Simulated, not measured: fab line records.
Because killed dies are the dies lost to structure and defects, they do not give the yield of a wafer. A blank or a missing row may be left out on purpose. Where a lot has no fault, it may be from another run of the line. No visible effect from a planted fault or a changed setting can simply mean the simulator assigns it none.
8D (eight disciplines) problem report, filled in by code | flow sky130 | the parts of the form that need people (team, actions taken, sign-off) are left out

== 1. WHAT WENT WRONG ==
SPACER_CVD_00_THK at SKY_SPACER_THK_MEAS_01 reads a mean of 47.5 nm on 3 wafers of 1 lot; wafers without a fault read 43.1 nm with a standard deviation of 0.4. That puts it +11 standard deviations away from the usual mean.
First observed at day 24 10:37: wafer L738.1, on film_metro-02. The record holds 30 wafers of 10 lots with a number at this step. The rule behind "out" and "out of limits": a value lying over 4 standard deviations away from the usual mean. Any other wafer with a number is counted as sound.

== 2. WHAT IT IS, WHAT IT ISN'T ==
question                    | is                     | is not
which readings at this step | SPACER_CVD_00_THK      | -
which lots                  | L738                   | L734, L748, L749, L750, L751, L752, L753, L754, L755
which wafers of those lots  | all that have a number | -
read on which gauges        | film_metro-02          | film_metro-03, film_metro-04
when                        | from day 24 10:37      | up to then (3 sound wafers); but 24 sound wafers of L748, L749, L750, L751, L752, L753, L754, L755 came after

== 3. WHAT RULES OUT EACH SUSPECT ==
Counting: a tool at a process step up to the reading stays a suspect if it ran every lot that is out and no sound lot after the first of them.
- the gauge at SKY_SPACER_THK_MEAS_01: ruled out. All the wafers that are out were read on film_metro-02, but those of them that SKY_SPACER_CVD_00 has rows for are out there too, on other tools.
- lpcvd-02 at SKY_SPACER_CVD_00 (deposits Si3N4 from DCS/NH3, target thk 43.1 nm, time 740 s): ruled out as a lasting fault. The sound lots L748, L749, L750, L752, L751, L753, L754, L755 went through it after L738, its earliest lot that is out (day 24 09:25).
Left after counting: nothing in the record.

== 4. THE CAUSE (what the simulator had put in) ==
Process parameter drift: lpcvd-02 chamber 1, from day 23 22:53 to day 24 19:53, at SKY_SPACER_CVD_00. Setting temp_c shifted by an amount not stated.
The count ruled it out by mistake, since the rule takes a fault to strike every lot its tool runs from the start of the fault on, and this one did not do so.

== 5. THE CHAIN OF EFFECTS, in route order ==
Rows list readings where the struck wafers' mean (over those with a number) sits beyond 3 standard deviations from the usual. Only readings whose record carries a usual standard deviation are examined. hours: median over the lots of the time between each lot's start at the first step of this table that gives one and its start at this step. sigmas: the change, counted in usual standard deviations.
hours | step                   | reading           | usual      | on struck wafers | change | sigmas
0     | SKY_SPACER_CVD_00      | spike_tc_centre_C | 770.2 C    | 774.4            | +4.2   | +4.2
0     | SKY_SPACER_CVD_00      | spike_tc_lower_C  | 769.8 C    | 775.4            | +5.6   | +5.6
0     | SKY_SPACER_CVD_00      | spike_tc_upper_C  | 769.3 C    | 774.1            | +4.8   | +4.3
0     | SKY_SPACER_CVD_00      | susceptor_temp_C  | 770.0 C    | 775.1            | +5.1   | +15
1     | SKY_SPACER_THK_MEAS_01 | SPACER_CVD_00_THK | 43.1 nm    | 47.5             | +4.4   | +11
1     | SKY_SPACER_ETCHBACK_02 | oes_product_au    | 0.855 a.u. | 0.900            | +0.045 | +7.0
The process steps in it:
- SKY_SPACER_CVD_00: deposits Si3N4 from DCS/NH3, target thk 43.1 nm, time 740 s.
- SKY_SPACER_ETCHBACK_02: etches Si3N4 in CH3F/O2, stops on SiO2, time 46.7 s, target depth 45 nm.
At these later measuring or inspecting steps, every struck wafer for which the step has a row has a number for every such reading, and none has moved that far: SKY_SD_N_CD_MEAS_07.

== 6. HOW IT WOULD HAVE BEEN CAUGHT EARLIER ==
Counted from the fault's start at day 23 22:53, it took 12 hours until the first out-of-limits reading at a measuring or inspecting step in this record, taken at day 24 10:37.
Tool's own readings at SKY_SPACER_CVD_00, spike_tc_lower_C, susceptor_temp_C: out on all struck wafers the step has rows for; an alarm limit on them would have tripped on the first.
